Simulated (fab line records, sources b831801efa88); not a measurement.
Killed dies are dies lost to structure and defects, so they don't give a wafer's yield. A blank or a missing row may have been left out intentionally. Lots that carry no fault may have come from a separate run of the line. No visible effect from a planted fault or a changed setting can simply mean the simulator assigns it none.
What tool caused it? | flow sky130 | Sampling: 13 lots, 39 wafers, 5 of 708 route steps

## WHAT THE GAUGES SHOWED, per wafer
SKY_FIELD_ISO_CD_MEAS_13: the cd target is 150 nm. Usual: 150.2 nm for cd_nm, sd 1.2.
lot  | measured    | on        | cd_nm (nm)        | flag
L398 | day 2 05:26 | cd_sem-02 | 148.8 150.7 151.1 |
L400 | day 2 16:24 | cd_sem-01 | 148.9 149.1 149.3 |
L401 | day 2 20:41 | cd_sem-01 | 148.9 149.6 149.1 |
L403 | day 3 06:59 | cd_sem-02 | 149.9 150.2 150.2 |
L405 | day 3 18:26 | cd_sem-01 | 148.7 149.1 151.3 |
L407 | day 4 02:53 | cd_sem-01 | 150.8 152.1 152.4 |
L408 | day 4 09:11 | cd_sem-01 | 150.1 149.2 150.0 |
L409 | day 4 14:17 | cd_sem-01 | 149.3 150.0 150.3 |
L410 | day 4 18:00 | cd_sem-02 | 152.1 151.5 152.0 |
L413 | day 5 10:44 | cd_sem-02 | 149.7 148.9 150.5 |
L415 | day 5 21:05 | cd_sem-02 | 151.4 150.8 150.4 |
L417 | day 6 08:14 | cd_sem-02 | 150.5 150.0 150.8 |
L418 | day 6 12:35 | cd_sem-02 | 150.0 148.8 149.8 |

SKY_NWELL_RS_MEAS_31: the measuring method here is four-point-probe. Usual: PWDE_RS 5280 ohm/sq, standard deviation 17.
lot  | measured     | on            | PWDE_RS (ohm/sq) | flag
L398 | day 5 08:25  | film_metro-03 | 5267 5273 5279   |
L400 | day 5 23:59  | film_metro-02 | 5265 5281 5245   |
L401 | day 6 03:26  | film_metro-03 | 5286 5262 5283   |
L403 | day 6 13:40  | film_metro-04 | 5275 5310 5310   |
L405 | day 7 02:04  | film_metro-04 | 5289 5292 5279   |
L407 | day 7 15:21  | film_metro-04 | 5265 5255 5261   |
L408 | day 7 21:47  | film_metro-04 | 5302 5263 5291   |
L409 | day 8 02:04  | film_metro-03 | 5281 5265 5262   |
L410 | day 8 07:19  | film_metro-04 | 5287 5260 5276   |
L413 | day 8 23:43  | film_metro-03 | 5294 5292 5294   |
L415 | day 9 15:10  | film_metro-03 | 5416 5415 5403   | OFF
L417 | day 10 03:16 | film_metro-03 | 5393 5368 5396   | OFF
L418 | day 10 12:16 | film_metro-03 | 5295 5274 5272   |

SKY_CONTACT_THK_MEAS_03. Usual: CONTACT_HDPCVD_THK 565 nm, standard deviation 8.2.
lot  | measured     | on            | CONTACT_HDPCVD_THK (nm) | flag
L398 | day 30 17:56 | film_metro-03 | 570 572 572             |
L400 | day 31 04:53 | film_metro-02 | 564 574 566             |
L401 | day 31 08:41 | film_metro-02 | 573 567 570             |
L403 | day 32 16:35 | film_metro-03 | 584 569 575             |
L405 | day 32 16:56 | film_metro-02 | 563 549 568             |
L407 | day 33 16:03 | film_metro-01 | 572 569 564             |
L408 | day 33 16:07 | film_metro-02 | 565 571 565             |
L409 | day 34 15:10 | film_metro-02 | 563 549 563             |
L410 | day 34 12:35 | film_metro-03 | 564 569 571             |
L413 | day 35 20:55 | film_metro-02 | 560 543 562             |
L415 | day 36 19:46 | film_metro-02 | 567 559 567             |
L417 | day 36 21:56 | film_metro-02 | 573 556 576             |
L418 | day 37 00:33 | film_metro-01 | 565 547 556             |

SKY_CONTACT_CD_MEAS_14: the cd target is 170 nm. Usual: 170.3 nm for cd_nm, sd 1.2.
lot  | measured     | on        | cd_nm (nm)        | flag
L398 | day 31 21:56 | cd_sem-02 | 171.3 171.8 172.2 |
L400 | day 32 08:27 | cd_sem-01 | 168.6 171.5 169.0 |
L401 | day 32 12:34 | cd_sem-01 | 169.9 169.3 169.0 |
L403 | day 33 19:55 | cd_sem-01 | 168.9 167.7 168.5 |
L405 | day 33 20:44 | cd_sem-02 | 170.8 171.7 172.0 |
L407 | day 35 17:30 | cd_sem-01 | 170.0 170.9 170.6 |
L408 | day 35 17:38 | cd_sem-01 | 171.0 171.3 170.8 |
L409 | day 35 23:44 | cd_sem-01 | 169.5 171.1 169.7 |
L410 | day 35 23:10 | cd_sem-01 | 171.5 172.2 172.6 |
L413 | day 36 18:17 | cd_sem-01 | 169.3 170.6 170.3 |
L415 | day 37 20:22 | cd_sem-02 | 171.9 170.5 172.0 |
L417 | day 37 23:26 | cd_sem-01 | 170.4 170.5 171.8 |
L418 | day 38 01:40 | cd_sem-01 | 170.2 170.8 170.9 |

## WHICH TOOL RAN EACH LOT (tool, then ch and the chambers of the sampled wafers, then the start)
lot  | SKY_PWDE_IMPLANT_08
L398 | implanter-01 ch 0, day 3 21:32
L400 | implanter-04 ch 0, day 4 10:52
L401 | implanter-04 ch 0, day 4 14:19
L403 | implanter-01 ch 0, day 5 00:52
L405 | implanter-04 ch 0, day 5 11:30
L407 | implanter-04 ch 0, day 5 23:48
L408 | implanter-04 ch 0, day 6 05:13
L409 | implanter-04 ch 0, day 6 10:39
L410 | implanter-04 ch 0, day 6 15:29
L413 | implanter-01 ch 0, day 7 07:28
L415 | implanter-01 ch 0, day 7 20:52
L417 | implanter-01 ch 0, day 8 08:22
L418 | implanter-04 ch 0, day 8 15:32
- SKY_PWDE_IMPLANT_08

## WHAT THE TOOLS THEMSELVES READ (means of the sampled wafers that have a number; where no wafer has one, the mark that the record gives instead)
SKY_PWDE_IMPLANT_08. Usual: 3.6e+12 for dose_ions_cm2, sd 4e+09.
lot  | tool         | dose_ions_cm2 | flag
L398 | implanter-01 | 3.6e+12       |
L400 | implanter-04 | 3.6e+12       |
L401 | implanter-04 | 3.6e+12       |
L403 | implanter-01 | 3.6e+12       |
L405 | implanter-04 | 3.6e+12       |
L407 | implanter-04 | 3.6e+12       |
L408 | implanter-04 | 3.6e+12       |
L409 | implanter-04 | 3.6e+12       |
L410 | implanter-04 | 3.6e+12       |
L413 | implanter-01 | 3.6e+12       |
L415 | implanter-01 | 3.5e+12       | OFF
L417 | implanter-01 | 3.5e+12       | OFF
L418 | implanter-04 | 3.6e+12       |

## THE ANSWER, worked out from the rows above alone
Rule: take the mean of a lot's wafers that have a number; if it is more than 3 standard deviations from the usual mean, the lot is off. Also off: a lot with no number at a reading for which 4 or more lots have one. Any other lot the step has rows for is counted as sound. First the gauges in route order, then the tools' own readings, where a lot's mean is used as printed above. The first step at which some lot is off is used, and at that step the reading that is off furthest; a lot without a number counts as furthest.
Off: at SKY_NWELL_RS_MEAS_31 (PWDE_RS), L415, L417.
A tool fits if, at a process step before that reading, it ran every lot that is off, and no sound lot after the first of them. The gauges at SKY_NWELL_RS_MEAS_31 aren't tried: what is off there is off at SKY_PWDE_IMPLANT_08 too, on other tools, and a gauge's error can't cause that. One fits: SKY_PWDE_IMPLANT_08 on implanter-01. A fault onset in the window from L413 (day 7 07:28, its last sound lot) to L415 (day 7 20:52, its first lot off) fits.
The tool's own readings at SKY_PWDE_IMPLANT_08 bear it out: on the lots that are off they differ by more than 5 times the standard deviation of the sound lots' means. dose_ions_cm2 reads 3.5e+12 there against 3.6e+12 on the sound lots.

## WHAT WAS PUT IN BY THE SIMULATOR
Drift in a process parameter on implanter-01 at SKY_PWDE_IMPLANT_08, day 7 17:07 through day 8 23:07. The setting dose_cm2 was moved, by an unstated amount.
Lots struck among those shown: L415, L417. The rule above reached the same finding.
